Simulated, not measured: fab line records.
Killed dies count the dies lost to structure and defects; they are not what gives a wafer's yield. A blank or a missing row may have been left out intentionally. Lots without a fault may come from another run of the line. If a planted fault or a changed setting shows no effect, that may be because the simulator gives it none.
Matching of chambers -- flow sky130 -- SKY_CONTACT_ETCH_16 on rie diel-03: 4 sister chambers
The step etches BARC in N2/H2, stops on SiO2, time 45.9 s, target depth 60 nm. 14 wafers are shown with their chamber, then 6 later ones without.

WAFERS WITH THEIR CHAMBER
wafer,chamber,drypump motor current A (A),oes product au (a.u.),throttle valve pct (%)
L653.2,3,5.8,0.863,13.227
L653.3,2,5.6,0.847,13.223
L653.4,1,6.0,0.863,13.213
L656.1,1,6.0,0.857,13.246
L656.2,0,6.0,0.858,13.224
L656.4,3,5.9,0.858,13.244
L659.1,1,6.0,0.849,13.220
L659.3,2,5.7,0.856,13.227
L659.5,1,6.0,0.859,13.227
L661.1,2,5.7,0.854,13.233
L661.4,1,6.0,0.853,13.228
L661.6,1,6.0,0.857,13.228
L662.5,2,5.7,0.845,13.216
L662.6,1,6.0,0.840,13.238

SIGNATURES (averages over the wafers above)
reading,chamber 0,chamber 1,chamber 2,chamber 3,scatter within a chamber
drypump motor current A,6.000,6.000,5.675,5.850,0.0354
oes product au,0.85800,0.85400,0.85050,0.86050,0.00666
throttle valve pct,13.22400,13.22857,13.22475,13.23550,0.01
Rule: for each reading, subtract the chamber's mean from the wafer's reading, divide by that reading's scatter and square the result; add these up over the readings and take the root, which gives the wafer's distance from the chamber. The wafer belongs to the nearest chamber; if the next one is less than 2 further off, it can't be placed. The scatter: take each reading less its chamber's mean, square it, sum over the shown wafers, divide by the number of wafers less the number of chambers, and take the root.

WAFERS WITHOUT THEIR CHAMBER
wafer,drypump motor current A (A),oes product au (a.u.),throttle valve pct (%)
L664.1,6.0,0.838,13.224
L664.3,5.6,0.843,13.219
L664.4,6.1,0.838,13.228
L672.2,6.0,0.852,13.232
L672.5,6.0,0.850,13.248
L672.6,5.9,0.844,13.214

WHICH CHAMBER EACH WENT THROUGH
wafer,from the rows above,in truth
L664.1,can't be placed: 1 or 0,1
L664.3,2,2
L664.4,can't be placed: 1 or 0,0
L672.2,can't be placed: 1 or 0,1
L672.5,can't be placed: 1 or 0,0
L672.6,can't be placed: 1 or 3 or 0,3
1 of 6 placed correctly. Can't be placed from these rows: 5 (the true chamber is among the candidates in 5). Number placed wrongly: 0.
